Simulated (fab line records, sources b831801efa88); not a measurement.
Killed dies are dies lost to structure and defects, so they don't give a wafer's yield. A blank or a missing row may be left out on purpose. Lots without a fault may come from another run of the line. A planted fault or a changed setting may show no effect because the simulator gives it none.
Which tool did it? | flow gf180mcu | 15 lots, 43 wafers sampled, at 4 steps of a route of 602

WHAT THE GAUGES READ, wafer by wafer
GF_M5_CD_MEAS_07: target cd 280 nm. Usual: cd_nm 280.0 nm, standard deviation 1.3.
lot  | measured     | on        | cd_nm (nm)        | flag
L875 | day 26 06:34 | cd_sem-01 | 280.9 280.7 280.9 |
L876 | day 26 12:15 | cd_sem-02 | 279.7 280.1 280.8 |
L877 | day 26 23:18 | cd_sem-01 | 279.4 278.9 280.4 |
L878 | day 27 09:08 | cd_sem-01 | 281.2 279.9 279.9 |
L879 | day 27 15:32 | cd_sem-01 | 277.1 276.7 277.7 |
L880 | day 28 00:08 | cd_sem-01 | 280.6 280.8 281.4 |
L881 | day 28 09:13 | cd_sem-02 | 280.2 280.2 280.5 |
L882 | day 28 18:51 | cd_sem-02 | 282.8 281.5 281.6 |
L883 | day 29 01:50 | cd_sem-02 | 280.0 281.0 279.6 |
L886 | day 29 16:59 | cd_sem-02 | 279.2 278.8 278.8 |
L894 | day 31 21:44 | cd_sem-02 | 281.8 282.3 281.7 |
L895 | day 32 04:41 | cd_sem-01 | 278.6 278.1       |
L896 | day 32 08:07 | cd_sem-01 | 279.1 279.5       |
L897 | day 32 13:43 | cd_sem-01 | 281.3 281.2 280.8 |
L898 | day 32 19:55 | cd_sem-02 | 281.0 280.4 280.6 |

GF_TOP_METAL_OVL_MEAS_15. Usual: TOP_METAL_OVL -0.4 nm, standard deviation 1.4.
lot  | measured     | on         | TOP_METAL_OVL (nm) | flag
L875 | day 28 02:17 | overlay-02 | 0.5 -1.0 0.8       |
L876 | day 28 07:07 | overlay-01 | -1.0 -1.5 0.0      |
L877 | day 28 17:31 | overlay-02 | -2.0 -1.1 -2.8     |
L878 | day 29 03:52 | overlay-01 | 1.7 0.1 0.9        |
L879 | day 29 08:43 | overlay-01 | -0.2 -0.7 -2.3     |
L880 | day 29 17:41 | overlay-01 | 0.8 1.1 -1.5       |
L881 | day 30 01:55 | overlay-01 | 2.5 1.0 3.5        |
L882 | day 30 11:29 | overlay-02 | -1.3 -1.5 -1.2     |
L883 | day 30 18:58 | overlay-02 | -3.0 -1.4 -2.6     |
L886 | day 31 09:46 | overlay-01 | -1.0 -1.0 -1.6     |
L894 | day 33 08:31 | overlay-01 | 1.9 1.2 2.7        |
L895 | day 33 17:07 | overlay-02 | 0.1 1.5            |
L896 | day 33 20:32 | overlay-02 | -0.6 -1.3          |
L897 | day 33 23:28 | overlay-01 | 0.2 -0.3 0.1       |
L898 | day 34 06:10 | overlay-01 | -0.2 -0.5 0.6      |

WHICH TOOL RAN EACH LOT (tool, then ch and the chambers of the sampled wafers, then the start)
lot  | GF_HV_LDD_ETCHBACK_58              | GF_V5_SPUTTER_22
L875 | rie_diel-02 ch 0,1,2, day 12 11:14 | pvd_sputter-03, day 27 05:18
L876 | rie_diel-01 ch 0,2,3, day 12 17:35 | pvd_sputter-03, day 27 10:44
L877 | rie_diel-04 ch 1,2, day 13 03:17   | pvd_sputter-01, day 27 21:30
L878 | rie_diel-02 ch 0,1,3, day 13 12:20 | pvd_sputter-02, day 28 07:29
L879 | rie_diel-04 ch 1,2,3, day 13 20:01 | pvd_sputter-02, day 28 13:08
L880 | rie_diel-01 ch 1,2,3, day 14 06:30 | pvd_sputter-02, day 28 22:02
L881 | rie_diel-01 ch 0,1,2, day 14 15:32 | pvd_sputter-01, day 29 07:05
L882 | rie_diel-01 ch 1,2, day 15 00:08   | pvd_sputter-03, day 29 16:20
L883 | rie_diel-01 ch 1,2, day 15 06:47   | pvd_sputter-01, day 29 23:40
L886 | rie_diel-04 ch 0,1,3, day 16 03:49 | pvd_sputter-01, day 30 14:25
L894 | rie_diel-01 ch 1,2,3, day 18 20:12 | pvd_sputter-02, day 32 17:15
L895 | rie_diel-01 ch 3, day 19 07:53     | pvd_sputter-01, day 32 23:48
L896 | rie_diel-01 ch 0, day 19 15:29     | pvd_sputter-01, day 33 02:56
L897 | rie_diel-04 ch 0,3, day 19 21:23   | pvd_sputter-03, day 33 07:14
L898 | rie_diel-02 ch 1,3, day 20 04:10   | pvd_sputter-02, day 33 14:00
- GF_HV_LDD_ETCHBACK_58: etches Si3N4 in CH3F/O2, stops on SiO2, time 100 s, target depth 90 nm.
- GF_V5_SPUTTER_22: material TiN, target thk 10 nm, time 40 s.

WHAT THE TOOLS THEMSELVES READ (means of the sampled wafers that have a number; where no wafer has one, the mark that the record gives instead)
GF_HV_LDD_ETCHBACK_58. Usual: drypump_motor_current_A 5.5 A, standard deviation 0.32; oes_product_au 0.843 a.u., standard deviation 0.0055; throttle_valve_pct 10.561 %, standard deviation 0.0085.
lot  | tool        | drypump_motor_current_A (A) | oes_product_au (a.u.) | throttle_valve_pct (%) | flag
L875 | rie_diel-02 | 5.4                         | 0.850                 | 10.569                 |
L876 | rie_diel-01 | 5.6                         | 0.843                 | 10.555                 |
L877 | rie_diel-04 | 5.7                         | 0.843                 | 10.572                 |
L878 | rie_diel-02 | 5.2                         | 0.840                 | 10.560                 |
L879 | rie_diel-04 | 5.6                         | 0.840                 | 10.567                 |
L880 | rie_diel-01 | 5.4                         | 0.842                 | 10.556                 |
L881 | rie_diel-01 | 5.5                         | 0.840                 | 10.556                 |
L882 | rie_diel-01 | 5.4                         | 0.846                 | 10.559                 |
L883 | rie_diel-01 | 5.2                         | 0.846                 | 10.552                 |
L886 | rie_diel-04 | 5.7                         | 0.847                 | 10.554                 |
L894 | rie_diel-01 | 5.4                         | 0.842                 | 10.551                 |
L895 | rie_diel-01 | 5.5                         | 0.843                 | 10.561                 |
L896 | rie_diel-01 | 5.8                         | 0.833                 | 10.559                 |
L897 | rie_diel-04 | 5.7                         | 0.841                 | 10.563                 |
L898 | rie_diel-02 | 5.2                         | 0.850                 | 10.561                 |

GF_V5_SPUTTER_22. Usual: throttle_valve_pct 30.1 %, standard deviation 0.95.
lot  | tool           | throttle_valve_pct (%) | flag
L875 | pvd_sputter-03 | 30.0                   |
L876 | pvd_sputter-03 | 30.4                   |
L877 | pvd_sputter-01 | 30.6                   |
L878 | pvd_sputter-02 | 30.0                   |
L879 | pvd_sputter-02 | 29.9                   |
L880 | pvd_sputter-02 | 29.9                   |
L881 | pvd_sputter-01 | 29.9                   |
L882 | pvd_sputter-03 | 31.0                   |
L883 | pvd_sputter-01 | 30.5                   |
L886 | pvd_sputter-01 | 29.2                   |
L894 | pvd_sputter-02 | 30.3                   |
L895 | pvd_sputter-01 | 31.0                   |
L896 | pvd_sputter-01 | 31.9                   |
L897 | pvd_sputter-03 | 30.0                   |
L898 | pvd_sputter-02 | 29.9                   |

THE ANSWER, worked out from the rows above alone
Rule: a lot is off if the mean of its wafers that have a number lies more than 3 standard deviations from the usual mean. A lot without any number at a reading at which 4 lots or more have one is off too. The other lots that the step has rows for count as sound. The gauges are gone through in route order, then the tools' own readings, and for those a lot's mean is taken as printed above. The first step at which some lot is off is used, and at that step the reading that is off furthest; a lot without a number counts as furthest.
No lot is off at any reading shown: from this, nothing can be told.

WHAT THE SIMULATOR HAD PUT IN
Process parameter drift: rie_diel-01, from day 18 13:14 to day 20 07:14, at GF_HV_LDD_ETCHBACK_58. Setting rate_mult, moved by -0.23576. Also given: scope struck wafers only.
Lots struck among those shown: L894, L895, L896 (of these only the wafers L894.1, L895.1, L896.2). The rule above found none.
